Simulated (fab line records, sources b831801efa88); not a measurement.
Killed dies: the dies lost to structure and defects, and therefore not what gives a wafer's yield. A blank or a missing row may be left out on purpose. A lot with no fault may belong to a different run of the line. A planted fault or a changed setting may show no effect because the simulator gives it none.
Matching of chambers | flow gf180mcu | GF_V5_CVD_02 on pecvd-01: 3 sister chambers
The step deposits SiO2 from TEOS, target thk 1450 nm, time 163.28 s. 14 wafers are shown with their chamber, then 7 later ones without.

WAFERS WITH THEIR CHAMBER
wafer  | chamber | heater_power_w (W)
L290.1 | 0       | 520
L290.2 | 1       | 670
L290.5 | 0       | 413
L288.1 | 1       | 672
L288.3 | 2       | 668
L288.6 | 2       | 751
L294.1 | 1       | 709
L294.3 | 0       | 430
L294.4 | 0       | 497
L295.1 | 1       | 732
L295.2 | 2       | 804
L295.6 | 2       | 630
L298.1 | 2       | 665
L298.4 | 0       | 429

SIGNATURES (averages over the wafers above)
reading        | chamber 0 | chamber 1 | chamber 2 | scatter within a chamber
heater_power_w | 457.80    | 695.75    | 703.60    | 54.1
Rule: a wafer's distance from a chamber is the root of the sum, over the readings, of the square of ((its reading less the chamber's mean) divided by the reading's scatter). The wafer belongs to the nearest chamber; if the next one is less than 2 further off, it can't be placed. The scatter: take each reading less its chamber's mean, square it, sum over the shown wafers, divide by the number of wafers less the number of chambers, and take the root.

WAFERS MISSING THEIR CHAMBER
wafer  | heater_power_w (W)
L298.6 | 759
L300.1 | 712
L300.3 | 515
L300.5 | 591
L302.2 | 649
L302.3 | 700
L302.4 | 417

EACH ONE'S CHAMBER
wafer  | from the rows above          | in truth
L298.6 | can't be placed: 2 or 1      | 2
L300.1 | can't be placed: 2 or 1      | 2
L300.3 | 0                            | 0
L300.5 | can't be placed: 1 or 2 or 0 | 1
L302.2 | can't be placed: 1 or 2      | 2
L302.3 | can't be placed: 2 or 1      | 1
L302.4 | 0                            | 0
Correct placement for 2 of the 7. Cannot be placed on the basis of these rows: 5; the candidates contain the true chamber in 5. Wrongly placed: 0.
